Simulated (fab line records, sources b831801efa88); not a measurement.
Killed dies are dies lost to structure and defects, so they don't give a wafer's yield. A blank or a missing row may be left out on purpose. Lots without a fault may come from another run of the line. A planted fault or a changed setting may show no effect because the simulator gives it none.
Which tool did it? | flow gf180mcu | 6 lots, 18 wafers sampled, at 3 steps of a route of 602

WHAT THE GAUGES READ, wafer by wafer
GF_PASSIVATION_THK_MEAS_01.
lot  | measured     | on            | PASSIVATION_CVD_00_THK (nm)
L178 | day 28 01:26 | film_metro-01 | 1008 1005 1016
L181 | day 29 08:18 | film_metro-04 | 979 991 1001
L182 | day 30 02:01 | film_metro-01 | 978 1023 979
L186 | day 31 09:31 | film_metro-04 | 1003 1016 1020
L191 | day 32 03:59 | film_metro-04 | 1015 976 998
L195 | day 33 06:11 | film_metro-03 | 993 1017 1021

WHICH TOOL RAN EACH LOT (tool, then ch and the chambers of the sampled wafers, then the start)
lot  | GF_V5_CVD_00                     | GF_V5_STRIP_18
L178 | hdpcvd-02 ch 0,1,2, day 26 06:23 | plasma_asher-04 ch 0,1, day 27 03:57
L181 | hdpcvd-02 ch 0,1,2, day 27 14:43 | plasma_asher-03 ch 0,1, day 28 11:01
L182 | hdpcvd-01 ch 0,1, day 28 08:40   | plasma_asher-04 ch 0,1, day 29 04:46
L186 | hdpcvd-02 ch 1,2, day 29 18:04   | plasma_asher-02 ch 0,1, day 30 12:59
L191 | hdpcvd-02 ch 0,1,2, day 30 13:46 | plasma_asher-04 ch 0,1, day 31 08:33
L195 | hdpcvd-01 ch 0,2, day 31 17:23   | plasma_asher-03 ch 0,1, day 32 11:01
- GF_V5_CVD_00: deposits SiO2, target thk 300 nm, time 50 s.
- GF_V5_STRIP_18: strips in O2/N2.

THE ANSWER, worked out from the rows above alone
Rule: what is usual is taken from the lots themselves. Put in order of their means at a reading, lots are off if they are a third of the lots or fewer, leave a main group of 4 or more, and stand apart from it by a gap of 3 or more times the standard deviation of the main group's means; of several such gaps the widest counts. A main group whose means are all the same, to the digits that the tables above print for the reading, isn't used. A lot without any number at a reading at which 4 lots or more have one is off too. The other lots that the step has rows for count as sound.
No lot is off at any reading shown: from this, nothing can be told.

WHAT THE SIMULATOR HAD PUT IN
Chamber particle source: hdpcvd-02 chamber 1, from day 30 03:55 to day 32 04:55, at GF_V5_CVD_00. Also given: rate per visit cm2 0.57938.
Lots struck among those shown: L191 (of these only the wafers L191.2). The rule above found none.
